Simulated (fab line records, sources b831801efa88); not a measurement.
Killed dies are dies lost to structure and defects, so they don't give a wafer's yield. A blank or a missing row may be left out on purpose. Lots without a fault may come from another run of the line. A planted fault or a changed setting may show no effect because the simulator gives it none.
fab line records | flow sky130
record lots=12 wafers=36 last_day=50
route steps=708 shown LDD_HVN@276 LDD_HVP@285 LDD_LDN@301 PAD_OPEN@708
lots that met no fault: from a run of the same line without faults
start_h: hours from the record's first day to the start of the lot's first wafer shown | wait_h: hours since the lot's step before | " the same as in the row above | L1.1+2: a row that stands for several wafers | - no value, or no start given | * or withheld: withheld | < > ~ a bound
route shown NAME@n: a module of which the file shows steps, and the number in the route of the first | usual: mean/standard deviation of fault-free wafers | same: alike in all rows | chamber/n: place in a boat | sites: the reading at each site | _std_site: their standard deviation | _edge_site: outer sites' mean less inner sites' | radius_mm: how far each site lies from the wafer's centre | mask NAME#n: copy n | behind: the tool/chamber that last shaped the wafer | hold: why the lot was held/for how many hours/how that ended | device: the transistor (n, p or np) that didn't switch | end of line: the same wafers' tests at the end of the route | a step without rows: its recipe alone | killed: dies lost to structure and defects at the first sort, not the wafer's yield | map: a wafer's dies, x killed, . not, _ none there
set.NAME: the setting as run; set.NAME@STEP: as run at that earlier step | model.NAME: the simulator's own value behind a step, which no gauge read
steps of the route over a sample of lots; a table a step, a row a wafer
services: from which hour (start_h, from the record's first day; less than 0 if before it) a tool's chamber was out of use, for how many hours, and why
## steps
# step SKY_LDD_HVN_STRIP_09
# recipe chemistry=O2/N2 power_w=1400 pressure_mtorr=1500 platen_temp_c=withheld o2_flow_sccm=3000 n2_flow_sccm=300 overash_fraction=0.5
# usual drypump_motor_current_A=5.72/0.27 n2_flow_sccm=299.9/0.95 oes_product_au=0.408/0.0045 strip_time_to_endpoint_s=4.127/0.015
# same overash_fraction=0.5
# columns lot.wafer tool chamber start_h wait_h drypump_motor_current_A n2_flow_sccm oes_product_au rf_hours_counter_h strip_time_to_endpoint_s
L508.3 plasma_asher-04 0 472.96 0.1 5.70 300.3 0.406 - 4.097
L508.4 " 1 " " 5.71 301.0 0.404 - 4.146
L508.6 " 1 " " 5.74 300.7 0.412 - 4.122
L510.3 plasma_asher-02 0 486.14 0.1 5.28 299.2 0.407 - 4.120
L510.4 " 1 " " 6.09 297.4 0.419 - 4.116
L510.6 " 0 " " 5.28 300.9 0.412 - 4.118
L511.1 plasma_asher-01 1 490.72 0.1 5.91 300.8 0.412 77 4.123
L511.4 " 1 " " 5.92 300.1 0.401 - 4.141
L511.5 " 1 " " 5.93 300.7 0.408 - 4.124
L509.1 plasma_asher-02 1 490.81 0.1 6.11 299.7 0.409 36 4.141
L509.2 " 0 " " 5.28 300.9 0.412 36 4.146
L509.4 " 1 " " 6.09 300.1 0.407 - 4.142
L512.2 plasma_asher-02 0 491.46 0.1 5.24 299.4 0.413 37 4.141
L512.5 " 1 " " 6.10 299.0 0.406 - 4.127
L512.6 " 0 " " 5.26 300.3 0.407 - 4.124
L514.3 plasma_asher-04 0 520.76 0.1 5.68 301.0 0.412 - 4.134
L514.4 " 1 " " 5.73 299.6 0.408 - 4.152
L514.6 " 1 " " 5.73 298.3 0.410 - 4.141
L515.1 plasma_asher-01 1 520.96 0.1 5.91 299.1 0.411 80 4.133
L515.3 " 1 " " 5.92 301.1 0.404 - 4.103
L515.5 " 0 " " 5.70 299.2 0.409 - 4.128
L516.1 plasma_asher-02 1 533.46 0.1 6.07 301.2 0.413 41 4.129
L516.3 " 0 " " 5.24 299.4 0.408 - 4.126
L516.5 " 1 " " 6.07 300.9 0.410 - 4.162
L526.1 plasma_asher-04 0 614.67 0.1 5.70 299.1 0.406 17 4.144
L526.4 " 1 " " 5.70 299.8 0.405 - 4.127
L526.5 " 0 " " 5.72 301.5 0.411 - 4.127
L527.2 plasma_asher-02 1 618.42 0.1 6.06 300.2 0.411 51 4.123
L527.5 " 1 " " 6.07 299.9 0.415 - 4.132
L527.6 " 0 " " 5.25 298.3 0.410 - 4.151
L528.1 plasma_asher-04 0 639.57 0.1 5.64 298.8 0.406 19 4.133
L528.2 " 1 " " 5.74 300.5 0.412 19 4.153
L528.6 " 1 " " 5.73 301.5 0.408 - 4.144
L529.1 plasma_asher-04 1 658.09 0.1 5.74 300.4 0.413 21 4.112
L529.4 " 1 " " 5.69 299.3 0.409 - 4.127
L529.6 " 1 " " 5.74 300.4 0.418 - 4.105
# step SKY_LDD_HVP_OVL_MEAS_07
# usual LDD_HVP_OVL=0.8/1.5
# columns lot.wafer tool chamber start_h wait_h LDD_HVP_OVL[nm]
L508.3 overlay-02 - 503.59 0.1 -2.9
L508.4 " - " " -2.5
L508.6 " - " " -1.3
L510.3 overlay-01 - 516.35 0.1 2.8
L510.4 " - " " 0.8
L510.6 " - " " 3.4
L511.1 overlay-02 - 520.63 0.1 0.1
L511.4 " - " " 0.4
L511.5 " - " " -0.3
L509.1 overlay-02 - 520.78 0.1 3.5
L509.2 " - " " 2.3
L509.4 " - " " 3.1
L512.2 overlay-01 - 521.19 0.1 -1.8
L512.5 " - " " -2.0
L512.6 " - " " -1.0
L515.1 overlay-02 - 551.43 0.1 -0.2
L515.3 " - " " -1.5
L515.5 " - " " 1.0
L514.3 overlay-01 - 551.44 0.1 -0.2
L514.4 " - " " 0.4
L514.6 " - " " -0.3
L516.1 overlay-01 - 563.78 0.1 -0.5
L516.3 " - " " 1.3
L516.5 " - " " 1.5
L526.1 overlay-02 - 643.59 0.1 1.2
L526.4 " - " " 2.7
L526.5 " - " " 2.4
L527.2 overlay-01 - 646.54 0.1 0.7
L527.5 " - " " -2.3
L527.6 " - " " -1.6
L528.1 overlay-01 - 668.13 0.1 0.8
L528.2 " - " " 1.3
L528.6 " - " " 1.0
L529.1 overlay-01 - 686.18 0.1 2.1
L529.4 " - " " 2.1
L529.6 " - " " 2.9
# step SKY_LDD_LDN_STRIP_12
# recipe chemistry=O2/N2 power_w=1400 pressure_mtorr=1500 platen_temp_c=withheld o2_flow_sccm=3000 n2_flow_sccm=300 overash_fraction=0.5
# usual drypump_motor_current_A=5.7/0.41 n2_flow_sccm=300.1/0.93 oes_product_au=0.715/0.0043 strip_time_to_endpoint_s=14.15/0.032
# same overash_fraction=0.5
# columns lot.wafer tool chamber start_h wait_h drypump_motor_current_A n2_flow_sccm oes_product_au rf_hours_counter_h strip_time_to_endpoint_s
L508.3 plasma_asher-02 1 534.05 0.1 6.1 299.1 0.720 - 14.14
L508.4 " 0 " " 5.2 301.9 0.715 - 14.14
L508.6 " 1 " " 6.1 301.2 0.719 - 14.12
L510.3 plasma_asher-03 1 546.85 0.1 5.2 299.0 0.719 - 14.16
L510.4 " 0 " " 6.2 299.9 0.715 - 14.16
L510.6 " 0 " " 6.2 301.0 0.710 - 14.19
L511.1 plasma_asher-01 0 551.71 0.1 5.7 300.5 0.710 84 14.16
L511.4 " 1 " " 5.9 301.0 0.711 - 14.19
L511.5 " 1 " " 5.9 299.9 0.723 - 14.18
L509.1 plasma_asher-03 1 552.01 0.1 5.2 299.6 0.718 75 14.15
L509.2 " 0 " " 6.2 300.0 0.718 75 14.17
L509.4 " 0 " " 6.2 300.2 0.711 - 14.21
L512.2 plasma_asher-02 1 552.31 0.1 6.0 300.6 0.713 43 14.13
L512.5 " 0 " " 5.3 301.7 0.716 - 14.13
L512.6 " 1 " " 6.1 301.0 0.729 - 14.14
L514.3 plasma_asher-02 1 581.55 0.1 6.1 298.3 0.720 - 14.13
L514.4 " 0 " " 5.3 300.7 0.713 - 14.18
L514.6 " 1 " " 6.1 299.7 0.717 - 14.15
L515.1 plasma_asher-02 1 582.36 0.1 6.0 299.6 0.942 47 -
L515.3 " 1 " " 6.1 299.6 0.935 - -
L515.5 " 1 " " 6.0 299.5 0.936 - -
L516.1 plasma_asher-01 0 594.37 0.1 5.7 300.8 0.716 86 14.19
L516.3 " 1 " " 5.9 299.4 0.703 - 14.17
L516.5 " 1 " " 5.9 298.8 0.715 - 14.18
L526.1 plasma_asher-01 0 673.32 0.1 5.7 300.6 0.712 93 14.15
L526.4 " 1 " " 5.9 301.6 0.709 - 14.15
L526.5 " 1 " " 5.9 302.2 0.719 - 14.12
L527.2 plasma_asher-03 1 674.86 0.1 5.2 300.2 0.716 88 14.13
L527.5 " 1 " " 5.2 299.7 0.712 - 14.10
L527.6 " 0 " " 6.2 299.8 0.712 - 14.14
L528.1 plasma_asher-03 0 696.82 0.1 6.2 300.3 0.720 91 14.17
L528.2 " 1 " " 5.2 299.3 0.714 91 14.16
L528.6 " 0 " " 6.2 299.4 0.706 - 14.18
L529.1 plasma_asher-03 1 714.52 0.1 5.2 300.5 0.719 92 14.15
L529.4 " 1 " " 5.2 300.7 0.714 - 14.20
L529.6 " 0 " " 6.2 301.3 0.719 - 14.15
# step SKY_LDD_LDN_TW_MEAS_13
# usual LDD_LDN_TW=1496/6.7
# columns lot.wafer tool chamber start_h wait_h LDD_LDN_TW
L508.3 film_metro-04 - 534.14 0.1 1489
L508.4 " - " " 1492
L508.6 " - " " 1493
L510.3 film_metro-02 - 546.94 0.1 1495
L510.4 " - " " 1503
L510.6 " - " " 1499
L511.1 film_metro-01 - 551.81 0.1 1492
L511.4 " - " " 1497
L511.5 " - " " 1503
L509.1 film_metro-01 - 552.11 0.1 1502
L509.2 " - " " 1513
L509.4 " - " " 1501
L512.2 film_metro-02 - 552.42 0.1 1497
L512.5 " - " " 1496
L512.6 " - " " 1502
L514.3 film_metro-02 - 581.64 0.1 1486
L514.4 " - " " 1479
L514.6 " - " " 1484
L515.1 film_metro-01 - 582.46 0.1 1491
L515.3 " - " " 1493
L515.5 " - " " 1500
L516.1 film_metro-01 - 594.47 0.1 1497
L516.3 " - " " 1490
L516.5 " - " " 1501
L526.1 film_metro-02 - 673.42 0.1 1494
L526.4 " - " " 1499
L526.5 " - " " 1497
L527.2 film_metro-01 - 674.97 0.1 1497
L527.5 " - " " 1494
L527.6 " - " " 1497
L528.1 film_metro-04 - 696.92 0.1 1499
L528.2 " - " " 1494
L528.6 " - " " 1496
L529.1 film_metro-02 - 714.62 0.1 1505
L529.4 " - " " 1497
L529.6 " - " " 1499
# step SKY_PAD_OPEN_PROBE_99
# usual killed_at_M0_to_M3=44/7.2 killed_at_M4_up=3.1/1.7 killed_at_contacts=25/5.1 killed_at_front_end=14/4.6 killed_at_other=0.3/0.59 killed_dies=86/9.6 killed_on_rim=17/4.1 killed_open=47/7.4 killed_short=39/6
# same gross_dies=492 killed_at_back_side=0
# columns lot.wafer tool chamber start_h wait_h hold killed_at_M0_to_M3 killed_at_M4_up killed_at_contacts killed_at_front_end killed_at_other killed_dies killed_on_rim killed_open killed_short
L508.3 prober-01 - 1076.80 0.2 - 49 3 28 21 0 101 23 53 48
L508.4 prober-01 - 1076.85 0.2 - 46 2 32 23 0 103 24 53 50
L508.6 prober-01 - 1076.95 0.2 - 38 1 23 16 0 78 19 44 34
L515.1 prober-01 - 1112.60 0.1 await_dispo/4.1h/scrap 45 3 24 420 0 492 96 51 32
L515.3 prober-01 - 1112.70 0.2 await_dispo/4.1h/scrap 59 5 24 401 3 492 96 48 52
L515.5 prober-01 - 1112.80 0.2 await_dispo/4.1h/scrap 24 6 23 439 0 492 96 34 37
L516.1 prober-02 - 1117.95 0.1 - 45 2 18 6 0 71 18 41 30
L516.3 prober-02 - 1118.05 0.2 - 48 3 19 15 0 85 8 48 37
L516.5 prober-02 - 1118.15 0.2 - 50 2 34 17 1 104 16 59 45
# killed by level:class
L508.3 VIA1:geometric_particle:open=13 VIA2:geometric_particle:open=12 LOCAL_INTERCONNECT:geometric_particle:short=9 FIELD_ISO:geometric_particle:open=8 LI_CONTACT:geometric_particle:open=6 VIA1:geometric_particle:short=6 FIELD_ISO:geometric_particle:short=5 CONTACT:geometric_particle:open=5
L508.4 VIA1:geometric_particle:open=11 LOCAL_INTERCONNECT:geometric_particle:short=8 CONTACT:geometric_particle:open=8 POLY_GATE:geometric_particle:open=7 LI_CONTACT:geometric_particle:short=6 LI_CONTACT:geometric_particle:open=6 METAL1:geometric_particle:short=6 METAL2:geometric_particle:short=6
L508.6 VIA3:geometric_particle:open=10 VIA1:geometric_particle:open=8 METAL1:geometric_particle:short=7 LI_CONTACT:geometric_particle:open=6 LOCAL_INTERCONNECT:geometric_particle:short=6 CONTACT:geometric_particle:open=6 CONTACT:geometric_particle:short=5 FIELD_ISO:geometric_particle:open=4
L515.1 SPACER:area_cvd=409 VIA1:geometric_particle:open=9 CONTACT:geometric_particle:open=9 VIA1:geometric_particle:short=8 METAL2:geometric_particle:short=7 FIELD_ISO:geometric_particle:open=6 LI_CONTACT:geometric_particle:open=6 VIA3:geometric_particle:open=6
L515.3 SPACER:area_cvd=392 VIA1:geometric_particle:open=15 METAL2:geometric_particle:short=12 CONTACT:geometric_particle:open=8 METAL1:geometric_particle:short=7 LI_CONTACT:geometric_particle:open=5 LOCAL_INTERCONNECT:geometric_particle:short=5 VIA1:geometric_particle:short=5
L515.5 SPACER:area_cvd=421 VIA1:geometric_particle:open=9 LI_CONTACT:geometric_particle:open=7 FIELD_ISO:geometric_particle:short=6 CONTACT:geometric_particle:open=6 CONTACT:geometric_particle:short=5 FIELD_ISO:geometric_particle:open=4 POLY_GATE:geometric_particle:short=4
L516.1 VIA2:geometric_particle:open=10 VIA1:geometric_particle:open=9 LI_CONTACT:geometric_particle:open=8 VIA1:geometric_particle:short=7 METAL2:geometric_particle:short=7 VIA3:geometric_particle:open=6 CONTACT:geometric_particle:open=4 LOCAL_INTERCONNECT:geometric_particle:short=3
L516.3 VIA1:geometric_particle:open=10 VIA1:geometric_particle:short=7 CONTACT:geometric_particle:open=6 VIA2:geometric_particle:open=6 FIELD_ISO:geometric_particle:short=5 FIELD_ISO:geometric_particle:open=5 LI_CONTACT:geometric_particle:open=5 VIA3:geometric_particle:open=5
L516.5 CONTACT:geometric_particle:open=12 LI_CONTACT:geometric_particle:open=8 CONTACT:geometric_particle:short=8 VIA1:geometric_particle:open=8 VIA2:geometric_particle:open=8 VIA3:geometric_particle:open=8 METAL2:geometric_particle:short=7 FIELD_ISO:geometric_particle:open=6
## services
# columns tool chamber start_h hours kind
plasma_asher-04 - 540.27 14.6 pm
plasma_asher-04 - 563.47 2.8 pm
plasma_asher-01 - 567.95 15.6 pm
plasma_asher-03 - 568.30 0.4 repair
plasma_asher-04 - 604.34 2.2 repair
plasma_asher-01 - 639.65 21.7 repair
plasma_asher-02 - 685.19 8.8 repair
plasma_asher-02 - 712.78 1.4 repair
## key
first_sign step=SKY_LDD_LDN_STRIP_12 reading=oes_product_au direction=up sigmas=52 usual=0.715 struck=0.938
effect step=SKY_PAD_OPEN_PROBE_99 reading=killed_at_front_end direction=up sigmas=88 usual=14 struck=420
more_kills_born_at SKY_SPACER_CVD_00@lpcvd-02=1222
met_at SKY_LDD_LDN_STRIP_12
struck_lots L515
later_rows_left_out L515.1,L515.3,L515.5
tester_left_out L515
not_acting_at SKY_LDD_HVN_STRIP_09,SKY_LDD_HVP_OVL_MEAS_07,SKY_LDD_LDN_TW_MEAS_13
onset_between 581.55 582.36
fault kind=strip_aborted tool=plasma_asher-02 chamber=- onset_h=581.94 steps=SKY_LDD_LDN_STRIP_12 offset=0.60761 end_h=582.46
# tester_left_out: of these lots the tester's yield and bins aren't shown, on N5 and GAA mostly nor the transistor test; their killed dies are dies lost to structure and defects alone, not to doping, threshold or leakage, so they don't give the yield
# later_rows_left_out: the simulator's readings of these wafers behind a module that went badly wrong aren't trusted and aren't shown, but for the sort
